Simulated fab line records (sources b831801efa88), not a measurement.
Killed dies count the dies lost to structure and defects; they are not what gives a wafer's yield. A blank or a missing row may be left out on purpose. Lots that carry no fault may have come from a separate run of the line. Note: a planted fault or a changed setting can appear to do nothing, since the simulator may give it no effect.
Problem report, 8D (eight disciplines) form, completed by code | flow gf180mcu | the parts of the form that need people (team, actions taken, sign-off) are left out

## 1. WHAT WENT WRONG
Mean HV_LDD_CVD_56_THK at GF_HV_LDD_THK_MEAS_57: 104.5 nm over 6 wafers in 2 lots; fault-free wafers: 90.1 nm, standard deviation 0.87. Relative to the usual mean, that is a shift of +16 standard deviations.
The first sign was on wafer L346.1 at day 15 05:08, on film-metro-03. The record holds 33 wafers of 11 lots with a number at this step. By rule, "out" or "out of limits" means more than 4 standard deviations away from the usual mean. All remaining wafers that have a number are taken as sound.

## 2. WHAT IT IS, WHAT IT ISN'T
question                    | is                     | is not
which readings at this step | HV_LDD_CVD_56_THK      | -
which lots                  | L346, L348             | L340, L342, L345, L354, L355, L356, L357, L358, L361
which wafers of those lots  | all that have a number | -
read on which gauges        | film-metro-03          | film-metro-04
when                        | from day 15 05:08      | up to then (9 sound wafers); but 18 sound wafers of L354, L355, L356, L357, L358, L361 came after

## 3. SUSPECTS, AND WHAT RULES EACH OUT
Counting: any tool at a process step up to the reading is kept as a suspect provided that every lot that is out went through it and no sound lot did after the first of them.
- the gauge at GF_HV_LDD_THK_MEAS_57 is ruled out. All the wafers that are out were read on film-metro-03, but those of them that GF_HV_LDD_ETCHBACK_58 has rows for are out there too, on other tools.
- lpcvd-02 at GF_HV_LDD_CVD_56 (deposits Si3N4 from DCS/NH3, target thk 90 nm, time 1543 s): ruled out as a lasting fault. The sound lots L355, L356, L358, L361 went through it after L346, its earliest lot that is out (day 15 03:39).
Left after counting: nothing in the record.

## 4. THE CAUSE (what the simulator had put in)
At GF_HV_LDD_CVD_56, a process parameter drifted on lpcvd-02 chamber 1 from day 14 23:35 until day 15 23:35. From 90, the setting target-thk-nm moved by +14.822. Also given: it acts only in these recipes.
The count ruled it out by mistake, since the rule takes a fault to strike every lot its tool runs from the start of the fault on, and this one did not do so.

## 5. THE EFFECT CHAIN, in route order
Each row: a reading where the mean over the struck wafers with a number is more than 3 standard deviations away from the usual. Scope: only readings with a usual standard deviation given in the record; hours: median across lots of the time from each lot's start at the first step in this table that gives one to its start at this step; sigmas: change in usual standard deviations.
hours | step                  | reading           | usual      | on struck wafers | change | sigmas
0     | GF_HV_LDD_THK_MEAS_57 | HV_LDD_CVD_56_THK | 90.1 nm    | 104.5            | +14.4  | +16
0     | GF_HV_LDD_ETCHBACK_58 | oes-product-au    | 0.843 a.u. | 0.917            | +0.074 | +12
It contains these process steps:
- GF_HV_LDD_ETCHBACK_58: etches Si3N4 in CH3F/O2, stops on SiO2, time 100 s, target depth 90 nm.
Later measuring or inspecting steps at which every struck wafer that the step has a row for has a number for every such reading, and none has moved that far: GF_SAB_OVL_MEAS_10.

## 6. HOW IT WOULD HAVE BEEN CAUGHT EARLIER
Counted from the fault's start at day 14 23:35, it took 6 hours until the first out-of-limits reading at a measuring or inspecting step in this record, taken at day 15 05:08.
Tool readings at GF_HV_LDD_CVD_56 with a usual standard deviation given in the record: none out on any struck wafer, hence no alarm at a limit of 4 standard deviations on them.
